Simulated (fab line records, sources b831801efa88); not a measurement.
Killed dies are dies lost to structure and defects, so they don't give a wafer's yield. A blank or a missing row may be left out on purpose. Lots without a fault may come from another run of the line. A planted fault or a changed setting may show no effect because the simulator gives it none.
One fault seen from 2 desks | flow gf180mcu | each desk has only its own numbers; what lay behind them comes last

THE METROLOGY DESK
What the gauges read, lot by lot, whatever tool the lot ran on: means of the sampled wafers that have a number. A lot is out of limits, marked OUT, if its mean lies more than 4 standard deviations from the usual mean; the brackets give that distance.
Columns: A = TOP_METAL_ALCU_THK at GF_TOP_METAL_THK_MEAS_06, usual 898 nm; B = PASSIVATION_CVD_02_THK at GF_PASSIVATION_THK_MEAS_03, usual 704 nm
lot  | first seen here | A   | B
L676 | day 27 07:58    | 883 | 707
L677 | day 27 13:08    | 897 | 696
L679 | day 28 10:32    | 890 | 713
L680 | day 28 15:25    | 904 | 701
L681 | day 28 21:41    | 902 | 711
L682 | day 29 04:00    | 901 | 717
L684 | day 29 20:26    | 897 | 708
L686 | day 30 09:48    | 903 | 696
L689 | day 31 02:56    | 910 | 710
L693 | day 32 09:17    | 912 | 700
L694 | day 32 11:01    | 905 | 720
L695 | day 32 16:45    | 888 | 702
L697 | day 33 01:46    | 892 | 706
This desk's finding: nothing out of limits on any of the 13 lots.

THE TOOL OWNER'S DESK: plasma_asher-03
The tool's own readings at GF_M1_STRIP_17 (strips in O2/N2): means of the sampled wafers that have a number, for each lot that ran on this tool. A lot is out of limits, marked OUT, if its mean lies more than 4 standard deviations from the usual mean; the brackets give that distance.
Columns: A = drypump_motor_current_A at GF_M1_STRIP_17, usual 5.9 A; B = heater_power_w at GF_M1_STRIP_17, usual 327 W; C = n2_flow_sccm at GF_M1_STRIP_17, usual 300.0 sccm; D = oes_product_au at GF_M1_STRIP_17, usual 0.559 a.u.; E = strip_time_to_endpoint_s at GF_M1_STRIP_17, usual 7.91 s
lot  | first seen here | A   | B   | C     | D     | E
L682 | day 19 07:40    | 5.4 | 356 | 300.0 | 0.563 | 7.96
L689 | day 21 20:41    | 5.9 | 327 | 299.6 | 0.559 | 7.88
L693 | day 23 11:55    | 5.4 | 347 | 300.2 | 0.561 | 7.91
L695 | day 23 23:59    | 6.5 | 303 | 300.7 | 0.567 | 7.97
L697 | day 24 09:28    | 5.4 | 345 | 300.2 | 0.560 | 7.89
This desk's finding: nothing out of limits on any of the 5 lots.

PUT TOGETHER
The metrology desk saw nothing out of limits.
The tool owner's desk saw nothing out of limits.

WHAT THE SIMULATOR HAD PUT IN
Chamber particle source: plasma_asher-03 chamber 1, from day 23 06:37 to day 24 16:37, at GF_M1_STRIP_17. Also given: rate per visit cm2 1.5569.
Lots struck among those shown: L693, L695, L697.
